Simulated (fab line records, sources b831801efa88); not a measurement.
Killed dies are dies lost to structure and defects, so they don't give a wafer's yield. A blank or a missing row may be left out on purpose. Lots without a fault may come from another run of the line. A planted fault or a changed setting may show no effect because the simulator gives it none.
Chamber matching | flow gf180mcu | GF_V4_CVD_02 on pecvd-01: 3 sister chambers
The step deposits SiO2 from TEOS, target thk 850 nm, time 94.851 s. 14 wafers are shown with their chamber, then 7 later ones without.

WAFERS WITH THEIR CHAMBER
wafer  | chamber | heater_power_w (W)
L834.1 | 0       | 400
L834.4 | 1       | 676
L834.5 | 2       | 755
L836.3 | 1       | 761
L836.4 | 2       | 682
L836.5 | 0       | 491
L837.2 | 2       | 653
L837.3 | 1       | 754
L837.6 | 1       | 801
L841.1 | 2       | 614
L841.4 | 2       | 689
L841.5 | 1       | 668
L850.2 | 1       | 686
L850.3 | 2       | 642

SIGNATURES (means of the wafers above)
reading        | chamber 0 | chamber 1 | chamber 2 | scatter within a chamber
heater_power_w | 445.50    | 724.33    | 672.50    | 53.2
Rule: a wafer's distance from a chamber is the root of the sum, over the readings, of the square of ((its reading less the chamber's mean) divided by the reading's scatter). The wafer belongs to the nearest chamber; if the next one is less than 2 further off, it can't be placed. The scatter: the root of (the sum of the squares of (reading less its chamber's mean) over the shown wafers, divided by (wafers less chambers)).

WAFERS WITHOUT THEIR CHAMBER
wafer  | heater_power_w (W)
L850.4 | 478
L854.2 | 774
L854.3 | 470
L854.6 | 788
L855.3 | 812
L855.4 | 492
L855.5 | 743

WHICH CHAMBER EACH WENT THROUGH
wafer  | from the rows above     | in truth
L850.4 | 0                       | 0
L854.2 | can't be placed: 1 or 2 | 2
L854.3 | 0                       | 0
L854.6 | can't be placed: 1 or 2 | 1
L855.3 | can't be placed: 1 or 2 | 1
L855.4 | 0                       | 0
L855.5 | can't be placed: 1 or 2 | 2
Placed correctly: 3 of 7. Can't be placed from these rows: 4 (the true chamber is among the candidates in 4). Placed wrongly: 0.
